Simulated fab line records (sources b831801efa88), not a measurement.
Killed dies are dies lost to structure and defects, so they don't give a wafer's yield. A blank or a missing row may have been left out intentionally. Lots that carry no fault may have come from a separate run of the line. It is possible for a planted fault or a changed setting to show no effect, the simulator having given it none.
Struck lot and sound lot, side by side | flow sky130 | 19 steps out of a route of 708
Sound: wafers L276.3, L276.5, L276.6. Wafers L279.2, L279.3, L279.6 were the ones struck. The cause is given at the end.
For every step that has rows: the tool of each side, followed by ch and its chambers, followed by its first start. Under that, the readings that differ: sound wafers | struck wafers | difference of the means | sigmas: that difference in standard deviations of wafers without a fault.
alike: a reading whose means differ by less than 2 such deviations, as well as words and numbers matching on both sides. not compared: withheld readings; readings where some wafer has no value; bounds like >300 that might hide an equal value; numbers whose values overlap and for which the record gives no deviation.
The two part at a step that has a row with sigmas, a row that says differs or no value, or rows on one side only. When numbers do not overlap yet have no deviation, they are printed without sigmas and do not part them. A reading missing from all wafers of one side parts the sides only when that side holds two or more wafers.

SKY_LI_CONTACT_THK_MEAS_23: measures by xrf.
  sound on film-metro-04, day 32 13:28; struck on film-metro-02, day 33 11:13
  alike: LI_CONTACT_W_THK
SKY_LI_CONTACT_CMP_24: polishes, stops on PSG, t overpolish 20 s, target thk 0 nm.
  sound on cmp-01 ch 0,1, day 32 13:33; struck on cmp-01 ch 0,2,3, day 33 11:16
  alike: motor-current-A, overpolish-run-s, time-to-endpoint-s
SKY_LOCAL_INTERCONNECT_SPUTTER_00: material TiN, target thk 100 nm, time 83.3 s.
  sound on pvd-sputter-04, day 32 13:48; struck on pvd-sputter-01, day 33 11:34
  alike: throttle-valve-pct
SKY_LOCAL_INTERCONNECT_RS_MEAS_01: measures by four-point-probe.
  sound on film-metro-03, day 32 13:54; struck on film-metro-03, day 33 11:39
  alike: LOCAL_INTERCONNECT_TIN_RS
SKY_LOCAL_INTERCONNECT_THK_MEAS_02: measures by xrf.
  sound on film-metro-03, day 32 14:00; struck on film-metro-03, day 33 11:46
  alike: LOCAL_INTERCONNECT_TIN_THK
then, 7 steps without rows for these wafers: SKY_LOCAL_INTERCONNECT_DEHYDRATE_03 (time 60 s); SKY_LOCAL_INTERCONNECT_HMDS_04 (prime time 60 s); SKY_LOCAL_INTERCONNECT_COAT_05 (resist thk 60 nm); SKY_LOCAL_INTERCONNECT_COAT_06 (resist thk 450 nm); SKY_LOCAL_INTERCONNECT_SOFTBAKE_07 (time 90 s); SKY_LOCAL_INTERCONNECT_EXPOSE_08 (exposes mask LI1M, target cd 170 nm); SKY_LOCAL_INTERCONNECT_PEB_09.
SKY_LOCAL_INTERCONNECT_DEVELOP_10: develop time 60 s.
  sound on litho-track-02 ch 0, day 33 16:00; struck on litho-track-02 ch 0, day 34 13:00
  alike: developer-temp-C
SKY_LOCAL_INTERCONNECT_CD_MEAS_11: the cd target is 170 nm.
  sound on cd-sem-02, day 33 16:35; struck on cd-sem-01, day 34 14:21
  reading    | sound             | struck            | difference | sigmas
  cd-nm (nm) | 170.3 171.7 171.9 | 175.4 175.3 176.7 | +4.5       | +3
  not compared: hold
SKY_LOCAL_INTERCONNECT_OVL_MEAS_12:
  sound on overlay-02, day 33 16:41; struck on overlay-01, day 34 18:59
  reading | sound | struck                                                                     | difference                   | sigmas
  hold    | - - - | await-dispo/4.5h/release await-dispo/4.5h/release await-dispo/4.5h/release | no value on the sound wafers |
  alike: LOCAL_INTERCONNECT_OVL
SKY_LOCAL_INTERCONNECT_ETCH_13: etches BARC in N2/H2, stops on SiO2, time 45.9 s, target depth 60 nm.
  sound on rie-metal-02 ch 0,1, day 33 16:43; struck on rie-metal-02 ch 0, day 34 19:01
  reading                             | sound           | struck            | difference | sigmas
  model.LOCAL_INTERCONNECT.cd-nm (nm) | 169.8 171 171.7 | 175.4 174.5 176.3 | +4.6       |
  alike: drypump-motor-current-A, oes-product-au, throttle-valve-pct
  not compared: rf-hours-counter-h
SKY_LOCAL_INTERCONNECT_METAL_ETCH_14: etches TiN in Cl2/BCl3, stops on PSG, target depth 110 nm, time 31.4 s.
  sound on rie-metal-02 ch 0,1, day 33 16:47; struck on rie-metal-02 ch 0, day 34 19:05
  reading                             | sound             | struck            | difference | sigmas
  model.LOCAL_INTERCONNECT.cd-nm (nm) | 169.2 170.3 171.3 | 175.6 174.8 175.8 | +5.1       |
  alike: drypump-motor-current-A, oes-product-au, throttle-valve-pct
  not compared: rf-hours-counter-h
SKY_LOCAL_INTERCONNECT_STRIP_15: strips in O2/N2.
  sound on plasma-asher-02 ch 0,1, day 33 16:51; struck on plasma-asher-02 ch 0,1, day 34 19:08
  alike: drypump-motor-current-A, oes-product-au, strip-time-to-endpoint-s
  not compared: rf-hours-counter-h
-- a jump in the record: the struck wafers' starts before and after are 14 days apart (it breaks off in module LOCAL_INTERCONNECT and resumes in module PAD_OPEN, where the first step shown is number 708 of the route) --
SKY_PAD_OPEN_PROBE_99:
  sound on prober-02, day 48 04:19; struck on prober-01, day 48 22:04
  reading                        | sound             | struck            | difference | sigmas
  killed-on-rim                  | 16 24 22          | 7 11 18           | -9         | -2
  model.etest.res-li.line-ohm-um | 76.86 76.15 75.44 | 73.96 74.46 73.15 | -2.29      |
  alike: killed_at_M0_to_M3, killed_at_M4_up, killed-at-contacts, killed-at-front-end, killed-at-other, killed-dies, killed-open, killed-short

## WHERE THEY PART
First at SKY_LOCAL_INTERCONNECT_CD_MEAS_11; last, within this record, at SKY_PAD_OPEN_PROBE_99.

WHY: whatever the simulator had introduced
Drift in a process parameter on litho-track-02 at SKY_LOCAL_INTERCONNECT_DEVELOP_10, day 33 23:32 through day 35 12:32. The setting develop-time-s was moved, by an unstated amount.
